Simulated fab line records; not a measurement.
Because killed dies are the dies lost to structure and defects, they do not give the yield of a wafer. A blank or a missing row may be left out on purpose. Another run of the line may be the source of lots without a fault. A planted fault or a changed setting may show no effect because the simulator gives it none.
Which tool is to blame? || flow sky130 || 24 lots with 72 wafers sampled at 6 steps, on a route of 708 steps

== WHAT THE GAUGES SHOWED, per wafer ==
SKY_FIELD_ISO_THK_MEAS_25. Usual: for FIELD_ISO_CVD_24_THK the level is 592 nm and the standard deviation is 7.5.
{"lot": "L074", "measured": "day 2 10:29", "on": "film-metro-04", "FIELD_ISO_CVD_24_THK (nm)": "587 598 587", "flag": ""}
{"lot": "L075", "measured": "day 2 11:41", "on": "film-metro-02", "FIELD_ISO_CVD_24_THK (nm)": "588 585 598", "flag": ""}
{"lot": "L076", "measured": "day 2 20:13", "on": "film-metro-03", "FIELD_ISO_CVD_24_THK (nm)": "601 598 594", "flag": ""}
{"lot": "L077", "measured": "day 3 00:36", "on": "film-metro-02", "FIELD_ISO_CVD_24_THK (nm)": "598 589 600", "flag": ""}
{"lot": "L078", "measured": "day 3 08:28", "on": "film-metro-04", "FIELD_ISO_CVD_24_THK (nm)": "598 579 595", "flag": ""}
{"lot": "L079", "measured": "day 3 11:14", "on": "film-metro-02", "FIELD_ISO_CVD_24_THK (nm)": "587 592 584", "flag": ""}
{"lot": "L080", "measured": "day 3 18:57", "on": "film-metro-03", "FIELD_ISO_CVD_24_THK (nm)": "595 585 592", "flag": ""}
{"lot": "L082", "measured": "day 4 01:53", "on": "film-metro-03", "FIELD_ISO_CVD_24_THK (nm)": "599 592 601", "flag": ""}
{"lot": "L081", "measured": "day 4 01:58", "on": "film-metro-04", "FIELD_ISO_CVD_24_THK (nm)": "588 601 586", "flag": ""}
{"lot": "L083", "measured": "day 4 07:40", "on": "film-metro-03", "FIELD_ISO_CVD_24_THK (nm)": "590 602 588", "flag": ""}
{"lot": "L084", "measured": "day 4 10:31", "on": "film-metro-03", "FIELD_ISO_CVD_24_THK (nm)": "610 604 607", "flag": ""}
{"lot": "L085", "measured": "day 4 15:49", "on": "film-metro-04", "FIELD_ISO_CVD_24_THK (nm)": "603 598 593", "flag": ""}
{"lot": "L086", "measured": "day 4 22:04", "on": "film-metro-02", "FIELD_ISO_CVD_24_THK (nm)": "581 594 587", "flag": ""}
{"lot": "L087", "measured": "day 5 09:53", "on": "film-metro-02", "FIELD_ISO_CVD_24_THK (nm)": "604 594 596", "flag": ""}
{"lot": "L088", "measured": "day 5 12:36", "on": "film-metro-02", "FIELD_ISO_CVD_24_THK (nm)": "576 579 588", "flag": ""}
{"lot": "L089", "measured": "day 5 18:06", "on": "film-metro-04", "FIELD_ISO_CVD_24_THK (nm)": "601 595 591", "flag": ""}
{"lot": "L090", "measured": "day 5 20:35", "on": "film-metro-02", "FIELD_ISO_CVD_24_THK (nm)": "582 586 582", "flag": ""}
{"lot": "L091", "measured": "day 5 23:26", "on": "film-metro-02", "FIELD_ISO_CVD_24_THK (nm)": "603 606 592", "flag": ""}
{"lot": "L092", "measured": "day 6 05:02", "on": "film-metro-03", "FIELD_ISO_CVD_24_THK (nm)": "583 575 584", "flag": ""}
{"lot": "L093", "measured": "day 6 09:45", "on": "film-metro-03", "FIELD_ISO_CVD_24_THK (nm)": "591 595 591", "flag": ""}
{"lot": "L094", "measured": "day 6 16:44", "on": "film-metro-02", "FIELD_ISO_CVD_24_THK (nm)": "599 597 592", "flag": ""}
{"lot": "L095", "measured": "day 6 20:15", "on": "film-metro-03", "FIELD_ISO_CVD_24_THK (nm)": "595 602 594", "flag": ""}
{"lot": "L096", "measured": "day 7 04:23", "on": "film-metro-04", "FIELD_ISO_CVD_24_THK (nm)": "604 584 593", "flag": ""}
{"lot": "L097", "measured": "day 7 07:16", "on": "film-metro-04", "FIELD_ISO_CVD_24_THK (nm)": "583 595 591", "flag": ""}

SKY_CAPM_THK_MEAS_01. Usual: for CAPM_CVD_00_THK the level is 15.40 nm and the standard deviation is 0.21.
{"lot": "L074", "measured": "day 36 03:02", "on": "film-metro-02", "CAPM_CVD_00_THK (nm)": "15.31 15.55 15.53", "flag": ""}
{"lot": "L075", "measured": "day 36 07:03", "on": "film-metro-04", "CAPM_CVD_00_THK (nm)": "15.18 15.56 15.10", "flag": ""}
{"lot": "L076", "measured": "day 36 20:20", "on": "film-metro-01", "CAPM_CVD_00_THK (nm)": "15.38 15.32 15.55", "flag": ""}
{"lot": "L077", "measured": "day 37 03:49", "on": "film-metro-02", "CAPM_CVD_00_THK (nm)": "15.51 15.61 15.54", "flag": ""}
{"lot": "L078", "measured": "day 37 20:48", "on": "film-metro-01", "CAPM_CVD_00_THK (nm)": "15.33 15.49 15.31", "flag": ""}
{"lot": "L079", "measured": "day 38 11:05", "on": "film-metro-01", "CAPM_CVD_00_THK (nm)": "15.37 15.57 15.55", "flag": ""}
{"lot": "L080", "measured": "day 38 12:56", "on": "film-metro-04", "CAPM_CVD_00_THK (nm)": "15.00 15.06 15.42", "flag": ""}
{"lot": "L082", "measured": "day 38 21:52", "on": "film-metro-01", "CAPM_CVD_00_THK (nm)": "15.42 15.56 15.32", "flag": ""}
{"lot": "L081", "measured": "day 38 22:59", "on": "film-metro-04", "CAPM_CVD_00_THK (nm)": "15.42 15.31 15.31", "flag": ""}
{"lot": "L083", "measured": "day 39 08:27", "on": "film-metro-04", "CAPM_CVD_00_THK (nm)": "15.47 15.48 15.47", "flag": ""}
{"lot": "L084", "measured": "day 39 07:12", "on": "film-metro-04", "CAPM_CVD_00_THK (nm)": "15.32 15.28 15.66", "flag": ""}
{"lot": "L085", "measured": "day 39 15:05", "on": "film-metro-04", "CAPM_CVD_00_THK (nm)": "15.35 15.40 15.63", "flag": ""}
{"lot": "L086", "measured": "day 40 00:38", "on": "film-metro-04", "CAPM_CVD_00_THK (nm)": "15.07 15.59 15.92", "flag": ""}
{"lot": "L087", "measured": "day 41 01:25", "on": "film-metro-01", "CAPM_CVD_00_THK (nm)": "15.21 15.28 15.38", "flag": ""}
{"lot": "L088", "measured": "day 41 00:53", "on": "film-metro-01", "CAPM_CVD_00_THK (nm)": "15.26 15.46 15.65", "flag": ""}
{"lot": "L089", "measured": "day 41 09:19", "on": "film-metro-04", "CAPM_CVD_00_THK (nm)": "15.19 15.38 15.59", "flag": ""}
{"lot": "L090", "measured": "day 41 13:38", "on": "film-metro-02", "CAPM_CVD_00_THK (nm)": "15.49 15.66 15.80", "flag": ""}
{"lot": "L091", "measured": "day 41 14:19", "on": "film-metro-01", "CAPM_CVD_00_THK (nm)": "15.65 15.37 15.71", "flag": ""}
{"lot": "L092", "measured": "day 41 22:38", "on": "film-metro-01", "CAPM_CVD_00_THK (nm)": "15.23 14.89 15.23", "flag": ""}
{"lot": "L093", "measured": "day 42 00:17", "on": "film-metro-01", "CAPM_CVD_00_THK (nm)": "15.44 15.39 15.91", "flag": ""}
{"lot": "L094", "measured": "day 42 09:19", "on": "film-metro-02", "CAPM_CVD_00_THK (nm)": "15.33 15.61 15.27", "flag": ""}
{"lot": "L095", "measured": "day 42 12:37", "on": "film-metro-02", "CAPM_CVD_00_THK (nm)": "15.27 15.52 15.43", "flag": ""}
{"lot": "L096", "measured": "day 43 06:01", "on": "film-metro-04", "CAPM_CVD_00_THK (nm)": "15.35 15.64 15.39", "flag": ""}
{"lot": "L097", "measured": "day 43 08:50", "on": "film-metro-04", "CAPM_CVD_00_THK (nm)": "15.34 15.28 15.74", "flag": ""}

SKY_VIA3_THK_MEAS_23: measures by xrf. Usual: for VIA3_W_THK the level is 404 nm and the standard deviation is 5.7.
{"lot": "L074", "measured": "day 39 11:47", "on": "film-metro-01", "VIA3_W_THK (nm)": "408 412 400", "flag": ""}
{"lot": "L075", "measured": "day 39 15:46", "on": "film-metro-03", "VIA3_W_THK (nm)": "393 397 404", "flag": ""}
{"lot": "L076", "measured": "day 40 03:32", "on": "film-metro-03", "VIA3_W_THK (nm)": "397 391 393", "flag": ""}
{"lot": "L077", "measured": "day 40 12:20", "on": "film-metro-02", "VIA3_W_THK (nm)": "417 409 411", "flag": ""}
{"lot": "L078", "measured": "day 41 03:44", "on": "film-metro-02", "VIA3_W_THK (nm)": "404 405 408", "flag": ""}
{"lot": "L079", "measured": "day 41 18:26", "on": "film-metro-01", "VIA3_W_THK (nm)": "410 405 411", "flag": ""}
{"lot": "L080", "measured": "day 41 18:47", "on": "film-metro-03", "VIA3_W_THK (nm)": "410 407 401", "flag": ""}
{"lot": "L082", "measured": "day 42 03:12", "on": "film-metro-03", "VIA3_W_THK (nm)": "410 404 406", "flag": ""}
{"lot": "L081", "measured": "day 42 04:06", "on": "film-metro-02", "VIA3_W_THK (nm)": "411 411 409", "flag": ""}
{"lot": "L083", "measured": "day 42 12:08", "on": "film-metro-01", "VIA3_W_THK (nm)": "399 399 404", "flag": ""}
{"lot": "L084", "measured": "day 42 10:55", "on": "film-metro-02", "VIA3_W_THK (nm)": "416 413 409", "flag": ""}
{"lot": "L085", "measured": "day 42 19:14", "on": "film-metro-01", "VIA3_W_THK (nm)": "395 407 400", "flag": ""}
{"lot": "L086", "measured": "day 43 03:37", "on": "film-metro-03", "VIA3_W_THK (nm)": "400 403 402", "flag": ""}
{"lot": "L087", "measured": "day 44 01:37", "on": "film-metro-01", "VIA3_W_THK (nm)": "401 404 405", "flag": ""}
{"lot": "L088", "measured": "day 44 02:18", "on": "film-metro-01", "VIA3_W_THK (nm)": "404 405 398", "flag": ""}
{"lot": "L089", "measured": "day 44 10:01", "on": "film-metro-02", "VIA3_W_THK (nm)": "413 412 415", "flag": ""}
{"lot": "L090", "measured": "day 44 13:52", "on": "film-metro-03", "VIA3_W_THK (nm)": "399 395 390", "flag": ""}
{"lot": "L091", "measured": "day 44 14:25", "on": "film-metro-01", "VIA3_W_THK (nm)": "406 398 407", "flag": ""}
{"lot": "L092", "measured": "day 44 22:11", "on": "film-metro-01", "VIA3_W_THK (nm)": "400 410 401", "flag": ""}
{"lot": "L093", "measured": "day 45 00:10", "on": "film-metro-03", "VIA3_W_THK (nm)": "403 397 406", "flag": ""}
{"lot": "L094", "measured": "day 45 08:53", "on": "film-metro-01", "VIA3_W_THK (nm)": "410 405 403", "flag": ""}
{"lot": "L095", "measured": "day 45 10:00", "on": "film-metro-01", "VIA3_W_THK (nm)": "399 400 397", "flag": ""}
{"lot": "L096", "measured": "day 46 02:25", "on": "film-metro-01", "VIA3_W_THK (nm)": "403 403 400", "flag": ""}
{"lot": "L097", "measured": "day 46 07:01", "on": "film-metro-01", "VIA3_W_THK (nm)": "406 404 407", "flag": ""}

SKY_VIA4_BOW_MEAS_03. Usual: for VIA4_BOW the level is 82 um and the standard deviation is 8.4.
{"lot": "L074", "measured": "day 41 16:14", "on": "film-metro-04", "VIA4_BOW (um)": "95 75 94", "flag": ""}
{"lot": "L075", "measured": "day 41 19:49", "on": "film-metro-02", "VIA4_BOW (um)": "87 72 83", "flag": ""}
{"lot": "L076", "measured": "day 42 07:55", "on": "film-metro-04", "VIA4_BOW (um)": "76 80 82", "flag": ""}
{"lot": "L077", "measured": "day 42 15:22", "on": "film-metro-02", "VIA4_BOW (um)": "70 77 82", "flag": ""}
{"lot": "L078", "measured": "day 43 06:04", "on": "film-metro-03", "VIA4_BOW (um)": "76 79 81", "flag": ""}
{"lot": "L079", "measured": "day 43 19:17", "on": "film-metro-04", "VIA4_BOW (um)": "68 77 78", "flag": ""}
{"lot": "L080", "measured": "day 43 19:55", "on": "film-metro-03", "VIA4_BOW (um)": "102 80 89", "flag": ""}
{"lot": "L082", "measured": "day 44 03:46", "on": "film-metro-03", "VIA4_BOW (um)": "78 79 90", "flag": ""}
{"lot": "L081", "measured": "day 44 04:51", "on": "film-metro-03", "VIA4_BOW (um)": "85 79 61", "flag": ""}
{"lot": "L083", "measured": "day 44 11:40", "on": "film-metro-04", "VIA4_BOW (um)": "77 70 79", "flag": ""}
{"lot": "L084", "measured": "day 44 11:18", "on": "film-metro-02", "VIA4_BOW (um)": "97 86 102", "flag": ""}
{"lot": "L085", "measured": "day 44 18:53", "on": "film-metro-03", "VIA4_BOW (um)": "76 78 83", "flag": ""}
{"lot": "L086", "measured": "day 45 03:01", "on": "film-metro-03", "VIA4_BOW (um)": "94 87 73", "flag": ""}
{"lot": "L087", "measured": "day 45 23:55", "on": "film-metro-03", "VIA4_BOW (um)": "80 71 67", "flag": ""}
{"lot": "L088", "measured": "day 46 00:41", "on": "film-metro-03", "VIA4_BOW (um)": "95 94 92", "flag": ""}
{"lot": "L089", "measured": "day 46 07:12", "on": "film-metro-04", "VIA4_BOW (um)": "80 74 69", "flag": ""}
{"lot": "L090", "measured": "day 46 10:43", "on": "film-metro-03", "VIA4_BOW (um)": "75 62 79", "flag": ""}
{"lot": "L091", "measured": "day 46 11:35", "on": "film-metro-03", "VIA4_BOW (um)": "87 93 93", "flag": ""}
{"lot": "L092", "measured": "day 46 17:49", "on": "film-metro-02", "VIA4_BOW (um)": "76 86 85", "flag": ""}
{"lot": "L093", "measured": "day 46 21:29", "on": "film-metro-04", "VIA4_BOW (um)": "79 78 74", "flag": ""}
{"lot": "L094", "measured": "day 47 04:28", "on": "film-metro-02", "VIA4_BOW (um)": "85 90 84", "flag": ""}
{"lot": "L095", "measured": "day 47 06:12", "on": "film-metro-03", "VIA4_BOW (um)": "91 94 78", "flag": ""}
{"lot": "L096", "measured": "day 47 21:04", "on": "film-metro-04", "VIA4_BOW (um)": "90 89 78", "flag": ""}
{"lot": "L097", "measured": "day 48 01:32", "on": "film-metro-02", "VIA4_BOW (um)": "90 88 75", "flag": ""}

== WHAT TOOL EACH LOT RAN ON (gives the tool, then ch and the chambers of the sampled wafers, and finally the start) ==
{"lot": "L074", "SKY_METAL3_SPUTTER_02": "pvd-sputter-01, day 36 02:55", "SKY_METAL3_ETCH_17": "rie-diel-01 ch 0,1,2, day 38 07:32"}
{"lot": "L075", "SKY_METAL3_SPUTTER_02": "pvd-sputter-02, day 36 06:53", "SKY_METAL3_ETCH_17": "rie-diel-04 ch 0,1,2, day 38 12:08"}
{"lot": "L076", "SKY_METAL3_SPUTTER_02": "pvd-sputter-04, day 36 20:11", "SKY_METAL3_ETCH_17": "rie-diel-04 ch 0,2,3, day 39 00:00"}
{"lot": "L077", "SKY_METAL3_SPUTTER_02": "pvd-sputter-04, day 37 03:40", "SKY_METAL3_ETCH_17": "rie-diel-01 ch 1,2,3, day 39 08:13"}
{"lot": "L078", "SKY_METAL3_SPUTTER_02": "pvd-sputter-04, day 37 20:39", "SKY_METAL3_ETCH_17": "rie-diel-04 ch 0,2, day 40 00:18"}
{"lot": "L079", "SKY_METAL3_SPUTTER_02": "pvd-sputter-02, day 38 10:58", "SKY_METAL3_ETCH_17": "rie-diel-01 ch 0,1,2, day 40 14:40"}
{"lot": "L080", "SKY_METAL3_SPUTTER_02": "pvd-sputter-04, day 38 12:48", "SKY_METAL3_ETCH_17": "rie-diel-03 ch 0,1,2, day 40 15:22"}
{"lot": "L082", "SKY_METAL3_SPUTTER_02": "pvd-sputter-04, day 38 21:43", "SKY_METAL3_ETCH_17": "rie-diel-04 ch 0,1, day 41 00:26"}
{"lot": "L081", "SKY_METAL3_SPUTTER_02": "pvd-sputter-04, day 38 22:50", "SKY_METAL3_ETCH_17": "rie-diel-01 ch 0,3, day 41 01:46"}
{"lot": "L083", "SKY_METAL3_SPUTTER_02": "pvd-sputter-04, day 39 08:19", "SKY_METAL3_ETCH_17": "rie-diel-03 ch 0,3, day 41 10:34"}
{"lot": "L084", "SKY_METAL3_SPUTTER_02": "pvd-sputter-04, day 39 07:04", "SKY_METAL3_ETCH_17": "rie-diel-01 ch 0,1,3, day 41 09:49"}
{"lot": "L085", "SKY_METAL3_SPUTTER_02": "pvd-sputter-01, day 39 14:58", "SKY_METAL3_ETCH_17": "rie-diel-03 ch 0,3, day 41 17:20"}
{"lot": "L086", "SKY_METAL3_SPUTTER_02": "pvd-sputter-04, day 40 00:31", "SKY_METAL3_ETCH_17": "rie-diel-03 ch 0,1,2, day 42 01:52"}
{"lot": "L087", "SKY_METAL3_SPUTTER_02": "pvd-sputter-02, day 41 01:18", "SKY_METAL3_ETCH_17": "rie-diel-03 ch 1,2, day 43 01:10"}
{"lot": "L088", "SKY_METAL3_SPUTTER_02": "pvd-sputter-04, day 41 00:44", "SKY_METAL3_ETCH_17": "rie-diel-04 ch 0,1, day 43 01:05"}
{"lot": "L089", "SKY_METAL3_SPUTTER_02": "pvd-sputter-04, day 41 09:11", "SKY_METAL3_ETCH_17": "rie-diel-04 ch 0,1,2, day 43 08:28"}
{"lot": "L090", "SKY_METAL3_SPUTTER_02": "pvd-sputter-01, day 41 13:29", "SKY_METAL3_ETCH_17": "rie-diel-04 ch 0,2,3, day 43 12:51"}
{"lot": "L091", "SKY_METAL3_SPUTTER_02": "pvd-sputter-02, day 41 14:12", "SKY_METAL3_ETCH_17": "rie-diel-01 ch 1,2,3, day 43 13:59"}
{"lot": "L092", "SKY_METAL3_SPUTTER_02": "pvd-sputter-02, day 41 22:29", "SKY_METAL3_ETCH_17": "rie-diel-03 ch 0,1,3, day 43 21:30"}
{"lot": "L093", "SKY_METAL3_SPUTTER_02": "pvd-sputter-02, day 42 00:08", "SKY_METAL3_ETCH_17": "rie-diel-04 ch 0,2,3, day 43 22:53"}
{"lot": "L094", "SKY_METAL3_SPUTTER_02": "pvd-sputter-01, day 42 09:10", "SKY_METAL3_ETCH_17": "rie-diel-01 ch 1,2, day 44 08:27"}
{"lot": "L095", "SKY_METAL3_SPUTTER_02": "pvd-sputter-01, day 42 12:29", "SKY_METAL3_ETCH_17": "rie-diel-03 ch 0,2, day 44 10:18"}
{"lot": "L096", "SKY_METAL3_SPUTTER_02": "pvd-sputter-04, day 43 05:53", "SKY_METAL3_ETCH_17": "rie-diel-01 ch 0,1,3, day 45 02:47"}
{"lot": "L097", "SKY_METAL3_SPUTTER_02": "pvd-sputter-01, day 43 08:41", "SKY_METAL3_ETCH_17": "rie-diel-01 ch 0,1,2, day 45 07:05"}
- SKY_METAL3_SPUTTER_02: material AlCu, target thk 735 nm, time 39.1 s.
- SKY_METAL3_ETCH_17: etches SiO2 in C4F8/O2/Ar, stops on TiN, time 3.9 s, target depth 15 nm.

== AS READ BY THE TOOLS THEMSELVES (means over the sampled wafers that have a number; for cases with no such wafer, the mark the record gives instead) ==
SKY_METAL3_SPUTTER_02. Usual: throttle-valve-pct at 29.8 %, with a standard deviation of 0.6.
{"lot": "L074", "tool": "pvd-sputter-01", "throttle-valve-pct (%)": 29.2, "flag": ""}
{"lot": "L075", "tool": "pvd-sputter-02", "throttle-valve-pct (%)": 30.3, "flag": ""}
{"lot": "L076", "tool": "pvd-sputter-04", "throttle-valve-pct (%)": 30.1, "flag": ""}
{"lot": "L077", "tool": "pvd-sputter-04", "throttle-valve-pct (%)": 30.0, "flag": ""}
{"lot": "L078", "tool": "pvd-sputter-04", "throttle-valve-pct (%)": 30.0, "flag": ""}
{"lot": "L079", "tool": "pvd-sputter-02", "throttle-valve-pct (%)": 30.7, "flag": ""}
{"lot": "L080", "tool": "pvd-sputter-04", "throttle-valve-pct (%)": 29.9, "flag": ""}
{"lot": "L082", "tool": "pvd-sputter-04", "throttle-valve-pct (%)": 29.9, "flag": ""}
{"lot": "L081", "tool": "pvd-sputter-04", "throttle-valve-pct (%)": 30.0, "flag": ""}
{"lot": "L083", "tool": "pvd-sputter-04", "throttle-valve-pct (%)": 30.4, "flag": ""}
{"lot": "L084", "tool": "pvd-sputter-04", "throttle-valve-pct (%)": 29.9, "flag": ""}
{"lot": "L085", "tool": "pvd-sputter-01", "throttle-valve-pct (%)": 29.5, "flag": ""}
{"lot": "L086", "tool": "pvd-sputter-04", "throttle-valve-pct (%)": 30.2, "flag": ""}
{"lot": "L087", "tool": "pvd-sputter-02", "throttle-valve-pct (%)": 29.6, "flag": ""}
{"lot": "L088", "tool": "pvd-sputter-04", "throttle-valve-pct (%)": 30.1, "flag": ""}
{"lot": "L089", "tool": "pvd-sputter-04", "throttle-valve-pct (%)": 29.8, "flag": ""}
{"lot": "L090", "tool": "pvd-sputter-01", "throttle-valve-pct (%)": 29.3, "flag": ""}
{"lot": "L091", "tool": "pvd-sputter-02", "throttle-valve-pct (%)": 29.8, "flag": ""}
{"lot": "L092", "tool": "pvd-sputter-02", "throttle-valve-pct (%)": 29.9, "flag": ""}
{"lot": "L093", "tool": "pvd-sputter-02", "throttle-valve-pct (%)": 29.9, "flag": ""}
{"lot": "L094", "tool": "pvd-sputter-01", "throttle-valve-pct (%)": 30.0, "flag": ""}
{"lot": "L095", "tool": "pvd-sputter-01", "throttle-valve-pct (%)": 29.7, "flag": ""}
{"lot": "L096", "tool": "pvd-sputter-04", "throttle-valve-pct (%)": 29.9, "flag": ""}
{"lot": "L097", "tool": "pvd-sputter-01", "throttle-valve-pct (%)": 29.5, "flag": ""}

SKY_METAL3_ETCH_17. Usual: oes-product-au at 0.752 a.u., with a standard deviation of 0.0068.
{"lot": "L074", "tool": "rie-diel-01", "oes-product-au (a.u.)": 0.749, "flag": ""}
{"lot": "L075", "tool": "rie-diel-04", "oes-product-au (a.u.)": 0.747, "flag": ""}
{"lot": "L076", "tool": "rie-diel-04", "oes-product-au (a.u.)": 0.753, "flag": ""}
{"lot": "L077", "tool": "rie-diel-01", "oes-product-au (a.u.)": 0.761, "flag": ""}
{"lot": "L078", "tool": "rie-diel-04", "oes-product-au (a.u.)": 0.750, "flag": ""}
{"lot": "L079", "tool": "rie-diel-01", "oes-product-au (a.u.)": 0.753, "flag": ""}
{"lot": "L080", "tool": "rie-diel-03", "oes-product-au (a.u.)": 0.746, "flag": ""}
{"lot": "L082", "tool": "rie-diel-04", "oes-product-au (a.u.)": 0.754, "flag": ""}
{"lot": "L081", "tool": "rie-diel-01", "oes-product-au (a.u.)": 0.749, "flag": ""}
{"lot": "L083", "tool": "rie-diel-03", "oes-product-au (a.u.)": 0.753, "flag": ""}
{"lot": "L084", "tool": "rie-diel-01", "oes-product-au (a.u.)": 0.757, "flag": ""}
{"lot": "L085", "tool": "rie-diel-03", "oes-product-au (a.u.)": 0.755, "flag": ""}
{"lot": "L086", "tool": "rie-diel-03", "oes-product-au (a.u.)": 0.757, "flag": ""}
{"lot": "L087", "tool": "rie-diel-03", "oes-product-au (a.u.)": 0.751, "flag": ""}
{"lot": "L088", "tool": "rie-diel-04", "oes-product-au (a.u.)": 0.750, "flag": ""}
{"lot": "L089", "tool": "rie-diel-04", "oes-product-au (a.u.)": 0.756, "flag": ""}
{"lot": "L090", "tool": "rie-diel-04", "oes-product-au (a.u.)": 0.759, "flag": ""}
{"lot": "L091", "tool": "rie-diel-01", "oes-product-au (a.u.)": 0.755, "flag": ""}
{"lot": "L092", "tool": "rie-diel-03", "oes-product-au (a.u.)": 0.744, "flag": ""}
{"lot": "L093", "tool": "rie-diel-04", "oes-product-au (a.u.)": 0.757, "flag": ""}
{"lot": "L094", "tool": "rie-diel-01", "oes-product-au (a.u.)": 0.750, "flag": ""}
{"lot": "L095", "tool": "rie-diel-03", "oes-product-au (a.u.)": 0.755, "flag": ""}
{"lot": "L096", "tool": "rie-diel-01", "oes-product-au (a.u.)": 0.750, "flag": ""}
{"lot": "L097", "tool": "rie-diel-01", "oes-product-au (a.u.)": 0.755, "flag": ""}

== THE ANSWER, worked out from the rows above alone ==
Rule: lot off if the mean of its wafers having a number is beyond 3 standard deviations from the usual mean. Also off: a lot with no number at a reading for which 4 or more lots have one. The other lots that the step has rows for count as sound. After the gauges, taken in route order, come the tools' own readings; for these a lot's mean is taken, as printed above. The first step at which some lot is off is used, and at that step the reading that is off furthest; a lot without a number counts as furthest.
No lot is off on any of the readings shown, so nothing can be concluded from this.

== WHAT THE SIMULATOR HAD INSERTED ==
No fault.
